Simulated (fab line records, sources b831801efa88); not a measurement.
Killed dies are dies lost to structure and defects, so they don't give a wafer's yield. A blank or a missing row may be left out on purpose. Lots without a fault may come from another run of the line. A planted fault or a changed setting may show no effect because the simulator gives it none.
One fault seen from 2 desks | flow sky130 | each desk has only its own numbers; what lay behind them comes last

THE TOOL OWNER'S DESK: litho_track-02
The tool's own readings at SKY_VIA3_HMDS_05 (prime time 60 s): means of the sampled wafers that have a number, for each lot that ran on this tool. A lot is out of limits, marked OUT, if its mean lies more than 4 standard deviations from the usual mean; the brackets give that distance.
Columns: A = prime_temp_c at SKY_VIA3_HMDS_05, usual 119.97 C
lot  | first seen here | A
L163 | day 39 23:06    | 120.06
L168 | day 41 09:42    | 120.00
L174 | day 42 23:31    | 119.94
L179 | day 44 20:46    | 118.48 (-12) OUT
L180 | day 44 21:33    | 118.70 (-11) OUT
This desk's finding: out of limits on L179, L180; first on L179, day 44 20:46 (prime_temp_c at SKY_VIA3_HMDS_05). In limits: L163, L168, L174.

THE METROLOGY DESK
What the gauges read, lot by lot, whatever tool the lot ran on: means of the sampled wafers that have a number. A lot is out of limits, marked OUT, if its mean lies more than 4 standard deviations from the usual mean; the brackets give that distance.
Columns: A = VIA1_HDPCVD_THK at SKY_VIA1_THK_MEAS_01, usual 1031 nm; B = VIA2_W_RS at SKY_VIA2_RS_MEAS_22, usual 0.272 ohm/sq
lot  | first seen here | A    | B
L162 | day 33 06:22    | 1042 | 0.267
L163 | day 33 19:51    | 1022 | 0.274
L165 | day 34 03:10    | 1032 | 0.273
L164 | day 34 03:33    | 1031 | 0.273
L166 | day 34 21:20    | 1033 | 0.277
L168 | day 35 10:48    | 1039 | 0.269
L169 | day 35 17:31    | 1038 | 0.272
L170 | day 35 23:23    | 1042 | 0.269
L172 | day 36 15:46    | 1038 | 0.272
L173 | day 36 18:40    | 1029 | 0.270
L174 | day 37 02:17    | 1030 | 0.270
L178 | day 38 18:56    | 1041 | 0.275
L179 | day 38 20:05    | 1028 | 0.269
L180 | day 38 20:11    | 1031 | 0.274
This desk's finding: nothing out of limits on any of the 14 lots.

PUT TOGETHER
The tool owner's desk could have raised an alarm at day 44 20:46, on L179, L180.
The metrology desk saw nothing out of limits.
The metrology desk has L179, L180 on record, within its limits.
Of the lots named, all ran SKY_VIA3_HMDS_05 on litho_track-02.

WHAT THE SIMULATOR HAD PUT IN
Process parameter drift: litho_track-02, from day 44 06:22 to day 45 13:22, at SKY_VIA3_HMDS_05. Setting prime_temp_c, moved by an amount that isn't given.
Lots struck among those shown: L179, L180.
Hours from the fault's start to each desk's first reading out of limits: the tool owner's desk, 14.
